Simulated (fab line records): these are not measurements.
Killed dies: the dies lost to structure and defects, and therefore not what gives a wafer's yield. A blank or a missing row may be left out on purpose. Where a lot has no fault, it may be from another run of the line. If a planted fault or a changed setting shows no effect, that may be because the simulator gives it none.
fab line records + flow sky130
record:
- lots: 10
- wafers: 29
- last_day: 50
route steps=708 shown LOCAL_INTERCONNECT@387 CONTACT@406 VIA1@478 METAL2@485
lots untouched by any fault: they come from a run of this same line in which no faults occurred
start_h: hours from the record's first day to the start of the lot's first wafer shown + wait_h: time in hours since the lot's previous step + " unchanged from the row above + L1.1+2: a row that stands for several wafers + - no value, or no start given + * or withheld: withheld + < > ~ a bound
route shown NAME@n: names a module that has steps shown in the file, with the first one's number in the route + usual: the fault-free wafers' mean and standard deviation + same: alike in all rows + chamber/n: place in a boat + sites: the reading at each site + _std_site: standard deviation across them + _edge_site: mean of outer sites minus mean of inner sites + radius_mm: how far each site lies from the wafer's centre + mask NAME#n: copy n + behind: tool/chamber where the wafer was last shaped + hold: what put the lot on hold/how long, in hours/how the hold closed + device: whichever transistor did not switch (one of n, p or np) + end of line: tests run on the same wafers once the route is complete + a step with no rows: only its recipe + killed: the dies lost at the first sort to structure and to defects; this is not the yield of the wafer + map: dies across one wafer; x = killed, . = not, _ = none there
set.NAME: the run value of the setting; set.NAME@STEP: its run value at that earlier step + model.NAME: the simulator's own value behind a step, which no gauge read
the route's steps for a sample of lots (tables are steps, rows are wafers)
services: from which hour (start_h, from the record's first day; less than 0 if before it) a tool's chamber was out of use, for how many hours, and why
== steps ==
step: SKY_LOCAL_INTERCONNECT_SPUTTER_00
recipe:
- material: TiN
- target_thk_nm: 100
- temp_c: 300
- power_w: 6500
- time_s: 83.3
- chamber_pressure_pa: 0.4
usual:
- throttle_valve_pct: 30.1/1.2
| lot.wafer | tool           | chamber | start_h | wait_h | throttle_valve_pct |
|-----------|----------------|---------|---------|--------|--------------------|
| L171.2    | pvd_sputter-04 | -       | 682.90  | 0.1    | 29.0               |
| L171.3    | "              | -       | "       | "      | 28.2               |
| L171.4    | "              | -       | "       | "      | 30.2               |
| L175.1    | pvd_sputter-04 | -       | 713.72  | 0.1    | 29.0               |
| L175.3    | "              | -       | "       | "      | 32.3               |
| L175.5    | "              | -       | "       | "      | 27.9               |
| L176.3    | pvd_sputter-02 | -       | 719.68  | 0.2    | 30.4               |
| L176.4    | "              | -       | "       | "      | 30.2               |
| L176.5    | "              | -       | "       | "      | 30.7               |
| L177.1    | pvd_sputter-02 | -       | 739.28  | 0.2    | 30.2               |
| L177.2    | "              | -       | "       | "      | 29.5               |
| L177.4    | "              | -       | "       | "      | 30.7               |
| L178.1    | pvd_sputter-02 | -       | 741.40  | 0.2    | 30.9               |
| L178.2    | "              | -       | "       | "      | 31.0               |
| L178.4    | "              | -       | "       | "      | 30.3               |
| L184.4    | pvd_sputter-01 | -       | 786.90  | 0.2    | 29.7               |
| L184.5    | "              | -       | "       | "      | 30.8               |
| L184.6    | "              | -       | "       | "      | 29.8               |
| L185.1    | pvd_sputter-04 | -       | 791.32  | 0.2    | 32.7               |
| L185.3    | "              | -       | "       | "      | 30.3               |
| L188.2    | pvd_sputter-02 | -       | 817.94  | 0.2    | 31.0               |
| L188.4    | "              | -       | "       | "      | 31.0               |
| L188.6    | "              | -       | "       | "      | 30.4               |
| L191.1    | pvd_sputter-04 | -       | 830.27  | 0.1    | 27.8               |
| L191.3    | "              | -       | "       | "      | 32.5               |
| L191.4    | "              | -       | "       | "      | 30.1               |
| L193.1    | pvd_sputter-04 | -       | 846.12  | 0.1    | 32.7               |
| L193.2    | "              | -       | "       | "      | 29.2               |
| L193.6    | "              | -       | "       | "      | 28.3               |
step: SKY_CONTACT_CVD_00
recipe:
- material: Si3N4
- target_thk_nm: 75
- temp_c: 400
- time_s: withheld
- rf_w: 450
usual:
- heater_power_w: 722/95
- rf_fwd_power_W: 443.9/2
| lot.wafer | tool     | chamber | start_h | wait_h | heater_power_w | rf_fwd_power_W |
|-----------|----------|---------|---------|--------|----------------|----------------|
| L171.2    | pecvd-01 | 2       | 712.00  | 0.0    | 719            | 444.0          |
| L171.3    | "        | 1       | "       | "      | 739            | 443.9          |
| L171.4    | "        | 1       | "       | "      | 764            | 444.1          |
| L175.1    | pecvd-03 | 1       | 742.27  | 0.0    | 568            | 443.3          |
| L175.3    | "        | 0       | "       | "      | 792            | 443.2          |
| L175.5    | "        | 1       | "       | "      | 588            | 441.9          |
| L176.3    | pecvd-02 | 2       | 748.18  | 0.0    | 839            | 444.4          |
| L176.4    | "        | 1       | "       | "      | 612            | 444.3          |
| L176.5    | "        | 2       | "       | "      | 828            | 444.3          |
| L177.1    | pecvd-02 | 0       | 766.88  | 0.0    | 789            | 443.1          |
| L177.2    | "        | 1       | "       | "      | 666            | 445.2          |
| L177.4    | "        | 2       | "       | "      | 823            | 444.3          |
| L178.1    | pecvd-01 | 0       | 769.00  | 0.0    | 661            | 443.4          |
| L178.2    | "        | 2       | "       | "      | 658            | 446.8          |
| L178.4    | "        | 2       | "       | "      | 674            | 446.3          |
| L184.4    | pecvd-02 | 2       | 813.64  | 0.0    | 749            | 446.5          |
| L184.5    | "        | 0       | "       | "      | 878            | 441.7          |
| L184.6    | "        | 1       | "       | "      | 586            | 444.4          |
| L185.1    | pecvd-03 | 0       | 818.79  | 0.0    | 786            | 444.2          |
| L185.3    | "        | 1       | "       | "      | 673            | 441.1          |
| L188.2    | pecvd-01 | 1       | 845.30  | 0.0    | 675            | 446.3          |
| L188.4    | "        | 2       | "       | "      | 709            | 444.4          |
| L188.6    | "        | 0       | "       | "      | 667            | 442.6          |
| L191.1    | pecvd-03 | 2       | 857.53  | 0.0    | 711            | 442.6          |
| L191.3    | "        | 0       | "       | "      | 701            | 443.5          |
| L191.4    | "        | 1       | "       | "      | 698            | 443.8          |
| L193.1    | pecvd-02 | 1       | 873.38  | 0.0    | 564            | 444.7          |
| L193.2    | "        | 0       | "       | "      | 865            | 442.3          |
| L193.6    | "        | 1       | "       | "      | 582            | 443.5          |
step: SKY_VIA1_SPUTTER_20
recipe:
- material: TiN
- target_thk_nm: 20
- chamber_pressure_pa: 5
- power_w: 4000
- time_s: 80
usual:
- throttle_valve_pct: 29.8/0.75
| lot.wafer | tool           | chamber | start_h | wait_h | throttle_valve_pct |
|-----------|----------------|---------|---------|--------|--------------------|
| L171.2    | pvd_sputter-02 | -       | 798.56  | 0.0    | 30.0               |
| L171.3    | "              | -       | "       | "      | 30.9               |
| L171.4    | "              | -       | "       | "      | 30.7               |
| L175.1    | pvd_sputter-03 | -       | 828.02  | 0.0    | 30.1               |
| L175.3    | "              | -       | "       | "      | 30.3               |
| L175.5    | "              | -       | "       | "      | 30.2               |
| L176.3    | pvd_sputter-01 | -       | 831.37  | 0.0    | 28.7               |
| L176.4    | "              | -       | "       | "      | 30.5               |
| L176.5    | "              | -       | "       | "      | 29.5               |
| L177.1    | pvd_sputter-03 | -       | 851.06  | 0.0    | 28.6               |
| L177.2    | "              | -       | "       | "      | 30.3               |
| L177.4    | "              | -       | "       | "      | 30.2               |
| L178.1    | pvd_sputter-02 | -       | 851.77  | 0.0    | 30.7               |
| L178.2    | "              | -       | "       | "      | 30.9               |
| L178.4    | "              | -       | "       | "      | 29.9               |
| L184.4    | pvd_sputter-03 | -       | 896.65  | 0.0    | 28.4               |
| L184.5    | "              | -       | "       | "      | 29.8               |
| L184.6    | "              | -       | "       | "      | 28.6               |
| L185.1    | pvd_sputter-01 | -       | 902.26  | 0.0    | 29.4               |
| L185.3    | "              | -       | "       | "      | 30.6               |
| L188.2    | pvd_sputter-03 | -       | 924.95  | 0.0    | 30.0               |
| L188.4    | "              | -       | "       | "      | 30.3               |
| L188.6    | "              | -       | "       | "      | 30.2               |
| L191.1    | pvd_sputter-02 | -       | 938.57  | 0.0    | 30.8               |
| L191.3    | "              | -       | "       | "      | 30.9               |
| L191.4    | "              | -       | "       | "      | 31.2               |
| L193.1    | pvd_sputter-03 | -       | 952.17  | 0.0    | 28.5               |
| L193.2    | "              | -       | "       | "      | 30.1               |
| L193.6    | "              | -       | "       | "      | 30.1               |
step: SKY_METAL2_SPUTTER_02
recipe:
- material: AlCu
- target_thk_nm: 250
- power_w: 10600
- time_s: 13.3
- chamber_pressure_pa: 0.4
usual:
- throttle_valve_pct: 29.9/1.1
| lot.wafer | tool           | chamber | start_h | wait_h | throttle_valve_pct |
|-----------|----------------|---------|---------|--------|--------------------|
| L171.2    | pvd_sputter-01 | -       | 799.24  | 0.0    | 29.7               |
| L171.3    | "              | -       | "       | "      | 28.4               |
| L171.4    | "              | -       | "       | "      | 29.7               |
| L175.1    | pvd_sputter-04 | -       | 828.70  | 0.0    | 32.5               |
| L175.3    | "              | -       | "       | "      | 30.3               |
| L175.5    | "              | -       | "       | "      | 30.2               |
| L176.3    | pvd_sputter-04 | -       | 832.05  | 0.0    | 28.0               |
| L176.4    | "              | -       | "       | "      | 30.5               |
| L176.5    | "              | -       | "       | "      | 28.3               |
| L177.1    | pvd_sputter-01 | -       | 853.15  | 0.0    | 29.4               |
| L177.2    | "              | -       | "       | "      | 29.6               |
| L177.4    | "              | -       | "       | "      | 28.7               |
| L178.1    | pvd_sputter-04 | -       | 853.45  | 0.0    | 28.3               |
| L178.2    | "              | -       | "       | "      | 29.0               |
| L178.4    | "              | -       | "       | "      | 32.4               |
| L184.4    | pvd_sputter-04 | -       | 897.34  | 0.0    | 29.2               |
| L184.5    | "              | -       | "       | "      | 28.1               |
| L184.6    | "              | -       | "       | "      | 30.2               |
| L185.1    | pvd_sputter-04 | -       | 902.94  | 0.0    | 28.3               |
| L185.3    | "              | -       | "       | "      | 29.0               |
| L188.2    | pvd_sputter-04 | -       | 925.63  | 0.0    | 28.5               |
| L188.4    | "              | -       | "       | "      | 29.1               |
| L188.6    | "              | -       | "       | "      | 27.9               |
| L191.1    | pvd_sputter-01 | -       | 939.27  | 0.0    | 30.8               |
| L191.3    | "              | -       | "       | "      | 29.7               |
| L191.4    | "              | -       | "       | "      | 28.5               |
| L193.1    | pvd_sputter-01 | -       | 952.85  | 0.0    | 29.4               |
| L193.2    | "              | -       | "       | "      | 29.3               |
| L193.6    | "              | -       | "       | "      | 29.7               |
step: SKY_METAL2_RS_MEAS_05
recipe:
- thk_meas_gauge: four-point-probe
- reads: TiN_of_METAL2_SPUTTER_04+Ti_of_METAL2_SPUTTER_03+AlCu_of_METAL2_SPUTTER_02+TiN_of_METAL2_SPUTTER_01+Ti_of_METAL2_SPUTTER_00
usual:
- METAL2_ALCU_RS: 0.1272/0.0011
| lot.wafer | tool          | chamber | start_h | wait_h | METAL2_ALCU_RS[ohm/sq] |
|-----------|---------------|---------|---------|--------|------------------------|
| L171.2    | film_metro-03 | -       | 799.35  | 0.0    | 0.1279                 |
| L171.3    | "             | -       | "       | "      | 0.1274                 |
| L171.4    | "             | -       | "       | "      | 0.1278                 |
| L175.1    | film_metro-01 | -       | 828.79  | 0.0    | 0.1262                 |
| L175.3    | "             | -       | "       | "      | 0.1275                 |
| L175.5    | "             | -       | "       | "      | 0.1279                 |
| L176.3    | film_metro-03 | -       | 832.18  | 0.1    | 0.1270                 |
| L176.4    | "             | -       | "       | "      | 0.1261                 |
| L176.5    | "             | -       | "       | "      | 0.1275                 |
| L177.1    | film_metro-01 | -       | 853.24  | 0.0    | 0.1264                 |
| L177.2    | "             | -       | "       | "      | 0.1275                 |
| L177.4    | "             | -       | "       | "      | 0.1276                 |
| L178.1    | film_metro-02 | -       | 853.54  | 0.0    | 0.1278                 |
| L178.2    | "             | -       | "       | "      | 0.1277                 |
| L178.4    | "             | -       | "       | "      | 0.1257                 |
| L184.4    | film_metro-03 | -       | 897.49  | 0.1    | 0.1275                 |
| L184.5    | "             | -       | "       | "      | 0.1265                 |
| L184.6    | "             | -       | "       | "      | 0.1262                 |
| L185.1    | film_metro-01 | -       | 903.04  | 0.0    | 0.2259                 |
| L185.3    | "             | -       | "       | "      | 0.1268                 |
| L188.2    | film_metro-03 | -       | 925.74  | 0.0    | 0.1262                 |
| L188.4    | "             | -       | "       | "      | 0.2235                 |
| L188.6    | "             | -       | "       | "      | 0.1265                 |
| L191.1    | film_metro-03 | -       | 939.37  | 0.0    | 0.1289                 |
| L191.3    | "             | -       | "       | "      | 0.1292                 |
| L191.4    | "             | -       | "       | "      | 0.1289                 |
| L193.1    | film_metro-01 | -       | 952.95  | 0.0    | 0.1287                 |
| L193.2    | "             | -       | "       | "      | 0.1271                 |
| L193.6    | "             | -       | "       | "      | 0.1276                 |
step: SKY_METAL2_THK_MEAS_06
recipe:
- thk_meas_gauge: xrf
- reads: AlCu_of_METAL2_SPUTTER_02
usual:
- METAL2_ALCU_THK: 250.9/2.2
| lot.wafer | tool          | chamber | start_h | wait_h | METAL2_ALCU_THK[nm] |
|-----------|---------------|---------|---------|--------|---------------------|
| L171.2    | film_metro-03 | -       | 799.46  | 0.1    | 254.3               |
| L171.3    | "             | -       | "       | "      | 253.2               |
| L171.4    | "             | -       | "       | "      | 250.2               |
| L175.1    | film_metro-01 | -       | 828.91  | 0.1    | 255.9               |
| L175.3    | "             | -       | "       | "      | 251.4               |
| L175.5    | "             | -       | "       | "      | 249.7               |
| L176.3    | film_metro-03 | -       | 832.28  | 0.1    | 251.1               |
| L176.4    | "             | -       | "       | "      | 251.7               |
| L176.5    | "             | -       | "       | "      | 250.2               |
| L177.1    | film_metro-01 | -       | 853.36  | 0.1    | 253.6               |
| L177.2    | "             | -       | "       | "      | 251.4               |
| L177.4    | "             | -       | "       | "      | 251.5               |
| L178.1    | film_metro-02 | -       | 853.66  | 0.1    | 248.3               |
| L178.2    | "             | -       | "       | "      | 247.8               |
| L178.4    | "             | -       | "       | "      | 254.2               |
| L184.4    | film_metro-03 | -       | 897.58  | 0.1    | 249.8               |
| L184.5    | "             | -       | "       | "      | 254.5               |
| L184.6    | "             | -       | "       | "      | 252.2               |
| L185.1    | film_metro-01 | -       | 903.16  | 0.1    | 145.7               |
| L185.3    | "             | -       | "       | "      | 253.0               |
| L188.2    | film_metro-03 | -       | 925.85  | 0.1    | 252.5               |
| L188.4    | "             | -       | "       | "      | 148.8               |
| L188.6    | "             | -       | "       | "      | 251.0               |
| L191.1    | film_metro-03 | -       | 939.49  | 0.1    | 247.4               |
| L191.3    | "             | -       | "       | "      | 249.3               |
| L191.4    | "             | -       | "       | "      | 248.1               |
| L193.1    | film_metro-01 | -       | 953.07  | 0.1    | 249.5               |
| L193.2    | "             | -       | "       | "      | 253.7               |
| L193.6    | "             | -       | "       | "      | 250.9               |
step: SKY_METAL2_METAL_ETCH_19
recipe:
- target_depth_a: 3600
- stop_on: SiO2
- over_etch_frac: 0.3
- time_s: 78
- chemistry: Cl2/BCl3
- resist_sidewall_deg: 88
- pressure_mtorr: 10
- icp_w: 900
- bias_w: 48.5
- Cl2_flow_sccm: 60
- bcl3_flow_sccm: 30
usual:
- bcl3_flow_sccm: 30.00/0.092
- drypump_motor_current_A: 5.6/0.39
- he_backside_leak_sccm: 3.4/0.31
- oes_product_au: 0.852/0.0057
- rf_fwd_power_W: 893.8/2.7
- throttle_valve_pct: 22.264/0.0095
same:
- over_etch_frac: 0.3
| lot.wafer | tool         | chamber | start_h | wait_h | bcl3_flow_sccm | drypump_motor_current_A | he_backside_leak_sccm | oes_product_au | rf_fwd_power_W | rf_hours_counter_h | throttle_valve_pct |
|-----------|--------------|---------|---------|--------|----------------|-------------------------|-----------------------|----------------|----------------|--------------------|--------------------|
| L171.2    | rie_metal-01 | 1       | 825.41  | 0.1    | 30.03          | 5.8                     | 3.2                   | 0.855          | 891.7          | -                  | 22.259             |
| L171.3    | "            | 1       | "       | "      | 30.07          | 5.7                     | 3.4                   | 0.847          | 890.6          | -                  | 22.270             |
| L171.4    | "            | 1       | "       | "      | 30.04          | 5.8                     | 3.3                   | 0.844          | 890.8          | -                  | 22.271             |
| L175.1    | rie_metal-01 | 0       | 855.34  | 0.0    | 29.86          | 4.9                     | 3.2                   | 0.858          | 897.3          | 6                  | 22.262             |
| L175.3    | "            | 0       | "       | "      | 29.97          | 4.9                     | 3.3                   | 0.852          | 893.9          | -                  | 22.270             |
| L175.5    | "            | 0       | "       | "      | 30.08          | 4.9                     | 3.3                   | 0.845          | 896.0          | -                  | 22.282             |
| L176.3    | rie_metal-02 | 0       | 858.12  | 0.1    | 29.85          | 5.8                     | 3.1                   | 0.849          | 895.4          | -                  | 22.266             |
| L176.4    | "            | 1       | "       | "      | 30.03          | 5.2                     | 3.7                   | 0.848          | 892.7          | -                  | 22.271             |
| L176.5    | "            | 1       | "       | "      | 30.12          | 5.2                     | 3.7                   | 0.857          | 890.6          | -                  | 22.263             |
| L177.1    | rie_metal-01 | 1       | 880.15  | 0.1    | 29.92          | 5.7                     | 3.3                   | 0.851          | 893.0          | 0                  | 22.265             |
| L177.2    | "            | 1       | "       | "      | 30.04          | 5.8                     | 3.3                   | 0.847          | 893.6          | -                  | 22.265             |
| L177.4    | "            | 1       | "       | "      | 29.95          | 5.7                     | 3.4                   | 0.855          | 897.2          | -                  | 22.275             |
| L178.1    | rie_metal-03 | 1       | 880.41  | 0.0    | 30.06          | 6.2                     | 3.5                   | 0.854          | 894.7          | 9                  | 22.278             |
| L178.2    | "            | 0       | "       | "      | 29.94          | 5.7                     | 3.3                   | 0.850          | 897.8          | 7                  | 22.264             |
| L178.4    | "            | 1       | "       | "      | 30.09          | 6.2                     | 3.6                   | 0.850          | 896.1          | -                  | 22.256             |
| L184.4    | rie_metal-03 | 0       | 922.12  | 0.1    | 30.12          | 5.7                     | 3.1                   | 0.854          | 899.2          | -                  | 22.271             |
| L184.5    | "            | 0       | "       | "      | 30.00          | 5.7                     | 3.2                   | 0.858          | 894.9          | -                  | 22.272             |
| L184.6    | "            | 1       | "       | "      | 30.16          | 6.2                     | 3.6                   | 0.858          | 896.4          | -                  | 22.271             |
| L185.1    | rie_metal-01 | 0       | 927.90  | 0.0    | 29.93          | 4.9                     | 3.5                   | 0.743          | 896.5          | 9                  | 22.254             |
| L185.3    | "            | 1       | "       | "      | 29.92          | 5.7                     | 3.3                   | 0.855          | 894.1          | -                  | 22.273             |
| L188.2    | rie_metal-03 | 0       | 950.26  | 0.0    | 30.03          | 5.7                     | 3.3                   | 0.853          | 895.4          | 10                 | 22.276             |
| L188.4    | "            | 1       | "       | "      | 30.00          | 6.2                     | 3.8                   | 0.738          | 896.7          | -                  | 22.261             |
| L188.6    | "            | 1       | "       | "      | 30.19          | 6.2                     | 3.9                   | 0.857          | 894.7          | -                  | 22.267             |
| L191.1    | rie_metal-01 | 1       | 963.56  | 0.0    | 30.09          | 5.8                     | 3.4                   | 0.834          | 892.1          | 4                  | 22.268             |
| L191.3    | "            | 0       | "       | "      | 29.94          | 4.9                     | 3.1                   | 0.849          | 897.0          | -                  | 22.256             |
| L191.4    | "            | 1       | "       | "      | 30.00          | 5.7                     | 3.3                   | 0.856          | 893.7          | -                  | 22.265             |
| L193.1    | rie_metal-01 | 0       | 975.94  | 0.0    | 29.97          | 4.9                     | 3.5                   | 0.845          | 892.6          | 12                 | 22.266             |
| L193.2    | "            | 1       | "       | "      | 29.97          | 5.7                     | 3.3                   | 0.846          | 894.1          | 5                  | 22.279             |
| L193.6    | "            | 1       | "       | "      | 30.03          | 5.7                     | 3.3                   | 0.859          | 894.6          | -                  | 22.260             |
== services ==
| tool           | chamber | start_h | hours | kind   |
|----------------|---------|---------|-------|--------|
| pecvd-01       | 1       | 659.42  | 6.5   | repair |
| pvd_sputter-03 | -       | 662.99  | 3.5   | repair |
| pecvd-02       | 2       | 685.38  | 4.9   | repair |
| pecvd-01       | -       | 688.25  | 0.3   | repair |
| pecvd-01       | -       | 691.01  | 2.8   | pm     |
| pecvd-01       | -       | 695.48  | 5.5   | pm     |
| rie_metal-01   | 1       | 697.17  | 2.3   | repair |
| pvd_sputter-03 | -       | 714.53  | 1.8   | repair |
| rie_metal-03   | -       | 715.16  | 1.4   | pm     |
| pvd_sputter-02 | -       | 726.68  | 1.0   | repair |
| pecvd-03       | 2       | 740.86  | 2.2   | repair |
| pecvd-03       | 1       | 753.94  | 3.5   | repair |
| pvd_sputter-03 | -       | 763.75  | 4.4   | repair |
| rie_metal-01   | 0       | 797.48  | 52.8  | repair |
| rie_metal-01   | -       | 809.35  | 2.8   | pm     |
| pvd_sputter-02 | -       | 825.14  | 1.9   | repair |
| pvd_sputter-03 | -       | 825.22  | 0.8   | repair |
| pvd_sputter-02 | -       | 858.25  | 2.8   | repair |
| pvd_sputter-02 | -       | 872.79  | 3.7   | repair |
| rie_metal-01   | 0       | 877.50  | 3.4   | repair |
| rie_metal-01   | -       | 883.99  | 6.0   | repair |
| pecvd-02       | 2       | 886.03  | 9.3   | repair |
| pvd_sputter-03 | -       | 939.05  | 2.1   | repair |
| pecvd-02       | -       | 942.55  | 3.3   | repair |
== key ==
first_sign:
- step: SKY_METAL2_RS_MEAS_05
- reading: METAL2_ALCU_RS
- direction: up
- sigmas: 89
- usual: 0.1272
- struck: 0.2247
effect:
- step: SKY_METAL2_THK_MEAS_06
- reading: METAL2_ALCU_THK
- direction: down
- sigmas: 46
- usual: 250.9
- struck: 147.2
effect:
- step: SKY_METAL2_METAL_ETCH_19
- reading: oes_product_au
- direction: down
- sigmas: 19
- usual: 0.852
- struck: 0.740
met_at SKY_METAL2_SPUTTER_02
struck_lots L185,L188
struck_wafers L185.1,L188.4
not_acting_at SKY_LOCAL_INTERCONNECT_SPUTTER_00,SKY_CONTACT_CVD_00,SKY_VIA1_SPUTTER_20
onset_between 897.34 902.94
fault:
- kind: process_parameter_drift
- tool: pvd_sputter-04
- chamber: -
- onset_h: 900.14
- steps: SKY_METAL2_SPUTTER_02
- channel: target_thk_nm
- offset: -104.82
- shape: step
- end_h: 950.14
- scope: struck_wafers_only
- acts_in: these_recipes_only
- stated: 250
